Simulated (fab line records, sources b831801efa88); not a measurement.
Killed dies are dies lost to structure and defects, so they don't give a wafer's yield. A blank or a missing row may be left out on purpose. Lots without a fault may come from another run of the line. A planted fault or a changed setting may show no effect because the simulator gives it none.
One fault seen from 2 desks | flow gf180mcu | each desk has only its own numbers; what lay behind them comes last

THE METROLOGY DESK
What the gauges read, lot by lot, whatever tool the lot ran on: means of the sampled wafers that have a number. A lot is out of limits, marked OUT, if its mean lies more than 4 standard deviations from the usual mean; the brackets give that distance.
Columns: A = V5_CVD_02_THK at GF_V5_THK_MEAS_03, usual 1445 nm
lot  | first seen here | A
L689 | day 26 08:01    | 1433
L690 | day 26 16:20    | 1450
L691 | day 27 00:35    | 1460
L692 | day 27 14:45    | 1467
L700 | day 30 01:40    | 1246 (-10) OUT
L702 | day 30 06:25    | 1430
L701 | day 30 14:28    | 1261 (-9.7) OUT
L704 | day 30 22:45    | 1435
L705 | day 31 03:52    | 1436
L706 | day 31 08:35    | 1456
L708 | day 31 22:17    | 1450
L711 | day 32 11:24    | 1427
This desk's finding: out of limits on L700, L701; first on L700, day 30 01:40 (V5_CVD_02_THK at GF_V5_THK_MEAS_03). In limits: L689, L690, L691, L692, L702, L704, L705, L706, L708, L711.

THE TOOL OWNER'S DESK: pecvd-03
The tool's own readings at GF_V5_CVD_02 (deposits SiO2 from TEOS, target thk 1450 nm, time 163.28 s): means of the sampled wafers that have a number, for each lot that ran on this tool. A lot is out of limits, marked OUT, if its mean lies more than 4 standard deviations from the usual mean; the brackets give that distance.
Columns: A = heater_power_outer_w at GF_V5_CVD_02, usual 350 W; B = heater_power_w at GF_V5_CVD_02, usual 603 W; C = rf_fwd_power_W at GF_V5_CVD_02, usual 597.5 W
lot  | first seen here | A   | B   | C
L690 | day 26 16:13    | 326 | 575 | 596.7
L691 | day 27 00:28    | 353 | 612 | 598.8
L700 | day 30 01:34    | 418 | 704 | 357.1 (-99 or more) OUT
L701 | day 30 14:19    | 424 | 700 | 356.6 (-99 or more) OUT
This desk's finding: out of limits on L700, L701; first on L700, day 30 01:34 (rf_fwd_power_W at GF_V5_CVD_02). In limits: L690, L691.

PUT TOGETHER
The tool owner's desk could have raised an alarm at day 30 01:34, on L700, L701.
The metrology desk could have raised an alarm at day 30 01:40, on L700, L701.
Of the lots named, all ran GF_V5_CVD_02 on pecvd-03.

WHAT THE SIMULATOR HAD PUT IN
Process parameter drift: pecvd-03, from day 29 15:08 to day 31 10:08, at GF_V5_CVD_02. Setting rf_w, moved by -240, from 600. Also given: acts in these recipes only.
Lots struck among those shown: L700, L701.
Hours from the fault's start to each desk's first reading out of limits: the tool owner's desk, 10; the metrology desk, 11.
